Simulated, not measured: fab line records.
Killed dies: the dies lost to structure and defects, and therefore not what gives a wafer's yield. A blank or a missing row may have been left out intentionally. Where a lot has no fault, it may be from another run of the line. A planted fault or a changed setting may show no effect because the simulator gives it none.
Shared-tool check | flow gf180mcu | Lots sampled 14, wafers sampled 42

== WHY IT WAS OPENED ==
Of 14 lots, 4 have the reading VT_IMPLANT_2_TW flagged at GF_VT_IMPLANT_TW_MEAS_21. Fault-free wafers read 1218, with a standard deviation of 19.
Rule: a lot is flagged in two cases, either no wafer of it has a number, or all its wafers with numbers fall more than 4 standard deviations from that mean. As for the other lots, they are considered sound.

lot  | measured     | on            | VT_IMPLANT_2_TW, wafer by wafer | flag
L756 | day 6 05:00  | film-metro-01 | 1193 1191 1195                  |
L757 | day 6 11:29  | film-metro-03 | 1241 1244 1240                  |
L758 | day 6 19:53  | film-metro-02 | 1206 1199 1207                  |
L759 | day 6 22:47  | film-metro-03 | 1235 1237 1239                  |
L760 | day 7 05:26  | film-metro-03 | 1240 1236 1226                  |
L761 | day 7 19:26  | film-metro-03 | 1230 1239 1237                  |
L762 | day 7 20:58  | film-metro-03 | 1243 1233 1232                  |
L763 | day 8 03:59  | film-metro-02 | 1204 1209 1214                  |
L764 | day 8 10:23  | film-metro-02 | 1206 1205 1207                  |
L765 | day 8 14:08  | film-metro-03 | 1236 1241 1238                  |
L769 | day 9 14:41  | film-metro-01 | 876 868 868                     | FLAGGED
L770 | day 9 23:38  | film-metro-03 | 895 895 890                     | FLAGGED
L771 | day 10 05:07 | film-metro-02 | 867 875 870                     | FLAGGED
L772 | day 10 13:52 | film-metro-01 | 866 861 860                     | FLAGGED
Average over the flagged lots: 874; offset from the usual -344, equal to -18 standard deviations.

== EACH LOT AND THE TOOL IT RAN ON ==
The record holds 1 process step before the reading, out of a route of 602 steps. Cell contents, in order: the tool; ch with the chambers the sampled wafers went through; the start.
lot  | flag    | GF_VT_IMPLANT_IMPLANT_19
L756 |         | implanter-04 ch 0, day 6 04:47
L757 |         | implanter-04 ch 0, day 6 11:16
L758 |         | implanter-04 ch 0, day 6 19:38
L759 |         | implanter-04 ch 0, day 6 22:34
L760 |         | implanter-01 ch 0, day 7 05:12
L761 |         | implanter-03 ch 0, day 7 19:13
L762 |         | implanter-03 ch 0, day 7 20:43
L763 |         | implanter-01 ch 0, day 8 03:44
L764 |         | implanter-04 ch 0, day 8 10:09
L765 |         | implanter-04 ch 0, day 8 13:53
L769 | FLAGGED | implanter-04 ch 0, day 9 14:26
L770 | FLAGGED | implanter-04 ch 0, day 9 23:25
L771 | FLAGGED | implanter-01 ch 0, day 10 04:52
L772 | FLAGGED | implanter-01 ch 0, day 10 13:37
These steps, and what they do:
- GF_VT_IMPLANT_IMPLANT_19
- GF_VT_IMPLANT_TW_MEAS_21

== FLAGGED AGAINST TOTAL, ONE TOOL AT A TIME (gauges that did the reading follow at the end) ==
step                     | tool          | lots run | flagged | share of the flagged lots | sound lots run after its first flagged lot
GF_VT_IMPLANT_IMPLANT_19 | implanter-01  | 4        | 2       | some                      | 0
GF_VT_IMPLANT_IMPLANT_19 | implanter-03  | 2        | 0       | none                      | -
GF_VT_IMPLANT_IMPLANT_19 | implanter-04  | 8        | 2       | some                      | 0
GF_VT_IMPLANT_TW_MEAS_21 | film-metro-01 | 3        | 2       | some                      | 0
GF_VT_IMPLANT_TW_MEAS_21 | film-metro-02 | 4        | 1       | some                      | 0
GF_VT_IMPLANT_TW_MEAS_21 | film-metro-03 | 7        | 1       | some                      | 0

== WHAT THE TABLE ALLOWS ==
No row of the table ran every flagged lot.

== WHAT WAS PUT IN BY THE SIMULATOR ==
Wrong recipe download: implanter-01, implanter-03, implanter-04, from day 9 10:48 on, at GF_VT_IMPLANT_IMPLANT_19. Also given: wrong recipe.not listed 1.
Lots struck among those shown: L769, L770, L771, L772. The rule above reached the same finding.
